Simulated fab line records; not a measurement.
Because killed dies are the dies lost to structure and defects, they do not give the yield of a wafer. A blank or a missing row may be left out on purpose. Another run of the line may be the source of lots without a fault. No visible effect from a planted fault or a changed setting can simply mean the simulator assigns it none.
One fault seen from 2 desks + flow sky130 + only its own numbers are on each desk; what lay behind them is given at the end

## THE METROLOGY DESK
Lot by lot, what the gauges showed, no matter which tool ran the lot: averages of those sampled wafers that carry a number. The brackets show how far a lot's mean lies from the usual mean; more than 4 standard deviations puts the lot out of limits, marked OUT.
Columns: A = VIA4_OVL at SKY_VIA4_OVL_MEAS_11, usual 1.0 nm; B = VIA4_W_RS at SKY_VIA4_RS_MEAS_19, usual 0.2254 ohm/sq; C = VIA4_W_THK at SKY_VIA4_THK_MEAS_20, usual 519 nm
| lot  | first seen here | A    | B      | C   |
|------|-----------------|------|--------|-----|
| L863 | day 44 14:30    | 1.4  | 0.2197 | 530 |
| L867 | day 45 12:01    | 0.5  | 0.2261 | 517 |
| L872 | day 46 15:00    | 2.2  | 0.2257 | 513 |
| L875 | day 46 22:52    | 1.0  | 0.2286 | 505 |
| L878 | day 47 16:04    | -0.5 | 0.2250 | 507 |
| L879 | day 48 03:22    | 0.1  | 0.2273 | 521 |
This desk found nothing out of limits on any of the 6 lots.

## TOOL OWNER'S DESK, pvd sputter-04
The tool's own readings at SKY_METAL5_SPUTTER_00 (material Ti, target thk 15 nm, time 10 s): means of the sampled wafers that have a number, for each lot that ran on this tool. The brackets show how far a lot's mean lies from the usual mean; more than 4 standard deviations puts the lot out of limits, marked OUT.
Columns: A = cathode dc power W at SKY_METAL5_SPUTTER_00, usual 3000.0 W; B = chamber pressure pa at SKY_METAL5_SPUTTER_00, usual 0.4000 Pa; C = throttle valve pct at SKY_METAL5_SPUTTER_00, usual 29.8 %
| lot  | first seen here | A      | B      | C    |
|------|-----------------|--------|--------|------|
| L867 | day 45 13:27    | 3000.1 | 0.4008 | 28.8 |
| L872 | day 46 16:23    | 2999.9 | 0.4000 | 29.2 |
| L875 | day 47 00:15    | 2999.9 | 0.3997 | 29.2 |
This desk found nothing out of limits on any of the 3 lots.

## ALL TOGETHER
Nothing out of limits was seen by the metrology desk.
The tool owner's desk saw nothing out of limits.

## WHAT WAS PUT IN BY THE SIMULATOR
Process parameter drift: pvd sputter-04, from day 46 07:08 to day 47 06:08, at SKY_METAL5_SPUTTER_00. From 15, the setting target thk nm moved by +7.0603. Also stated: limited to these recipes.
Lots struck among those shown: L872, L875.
